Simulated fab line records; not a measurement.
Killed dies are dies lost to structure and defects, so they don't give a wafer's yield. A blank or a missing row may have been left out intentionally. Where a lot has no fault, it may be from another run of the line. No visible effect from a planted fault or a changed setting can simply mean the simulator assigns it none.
Tool commonality check ; flow gf180mcu ; Sample size 15 lots and 45 wafers

WHY IT WAS OPENED
At GF_V1_CD_MEAS_14 the reading cd-nm is flagged on 3 of 15 lots. Wafers without a fault read 260.3 nm, standard deviation 1.3.
Rule: a lot is flagged when every wafer of it that has a number lies more than 4 standard deviations from that mean, or none has a number. As for the other lots, they are considered sound.

lot;measured;on;cd-nm (nm), wafer by wafer;flag
L224;day 18 11:00;cd-sem-02;262.1 261.6 261.2;
L225;day 18 21:33;cd-sem-01;259.8 261.0 260.3;
L226;day 19 06:49;cd-sem-02;260.6 261.3 261.5;
L227;day 19 17:52;cd-sem-02;258.5 259.1 259.7;
L228;day 20 05:55;cd-sem-01;262.1 261.6 261.4;
L229;day 20 19:44;cd-sem-01;258.4 257.4 258.4;
L230;day 20 21:02;cd-sem-01;260.0 261.1 262.7;
L231;day 21 12:59;cd-sem-01;260.3 261.3 261.8;
L233;day 22 06:24;cd-sem-01;230.6 231.1 230.7;FLAGGED
L234;day 22 13:27;cd-sem-01;232.5 232.8 231.7;FLAGGED
L235;day 22 16:03;cd-sem-01;230.6 230.9 230.5;FLAGGED
L242;day 25 06:36;cd-sem-01;260.2 258.3 260.0;
L244;day 25 16:00;cd-sem-02;262.6 261.3 259.8;
L245;day 26 00:28;cd-sem-02;260.3 259.9 260.4;
L246;day 26 12:27;cd-sem-01;260.0 259.9 260.2;
On average the flagged lots' numbers are 231.3 nm, which is -29.0 nm against the usual, or -22 standard deviations.

WHICH TOOL RAN EACH LOT
The record keeps 1 process step preceding the reading, out of 602 steps on the route. In each cell: the tool, then ch and the chambers that the sampled wafers went through, then the start.
lot;flag;GF_V1_SOFTBAKE_10
L224;;litho-track-02 ch 0, day 17 23:00
L225;;litho-track-02 ch 0, day 18 09:00
L226;;litho-track-02 ch 0, day 18 18:00
L227;;litho-track-03 ch 0, day 19 05:00
L228;;litho-track-02 ch 0, day 19 17:00
L229;;litho-track-04 ch 0, day 20 07:00
L230;;litho-track-04 ch 0, day 20 09:00
L231;;litho-track-03 ch 0, day 21 00:00
L233;FLAGGED;litho-track-03 ch 0, day 21 18:00
L234;FLAGGED;litho-track-03 ch 0, day 22 01:00
L235;FLAGGED;litho-track-03 ch 0, day 22 04:00
L242;;litho-track-04 ch 0, day 24 19:00
L244;;litho-track-04 ch 0, day 25 05:00
L245;;litho-track-02 ch 0, day 25 14:00
L246;;litho-track-04 ch 0, day 26 01:00
These steps, and what they do:
- GF_V1_SOFTBAKE_10: time 60 s.
- GF_V1_CD_MEAS_14: target cd 260 nm.

FLAGGED OVER TOTAL, TOOL BY TOOL (the gauges that took the reading come last)
step;tool;lots run;flagged;share of the flagged lots;sound lots run after its first flagged lot
GF_V1_SOFTBAKE_10;litho-track-02;5;0;none;-
GF_V1_SOFTBAKE_10;litho-track-03;5;3;all;0
GF_V1_SOFTBAKE_10;litho-track-04;5;0;none;-
GF_V1_CD_MEAS_14;cd-sem-01;10;3;all;2 (L242,L246)
GF_V1_CD_MEAS_14;cd-sem-02;5;0;none;-

THE TABLE: WHAT IT ALLOWS
Table rows that saw every flagged lot: 2, namely litho-track-03 at GF_V1_SOFTBAKE_10 and cd-sem-01 at GF_V1_CD_MEAS_14.
- litho-track-03 at GF_V1_SOFTBAKE_10: 3 of its 5 lots flagged. Its last sound lot is L231 (day 21 00:00), its first flagged lot L233 (day 21 18:00): a fault that began between those two fits. Its own readings (heater-power-total-W, plate-temp-C) fall more than 4 standard deviations out on all wafers of the flagged lots.
- cd-sem-01 at GF_V1_CD_MEAS_14: 3 of its 10 lots flagged. Lots that were sound ran on it after the first flagged one (L242, L246); a persistent fault on the entire tool would not allow that.
Just one tool remains: litho-track-03 at GF_V1_SOFTBAKE_10.

WHAT THE SIMULATOR HAD INSERTED
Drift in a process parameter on litho-track-03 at GF_V1_SOFTBAKE_10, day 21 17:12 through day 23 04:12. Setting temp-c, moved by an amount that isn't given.
Shown lots that were struck: L233, L234, L235. Same finding as the rule above.
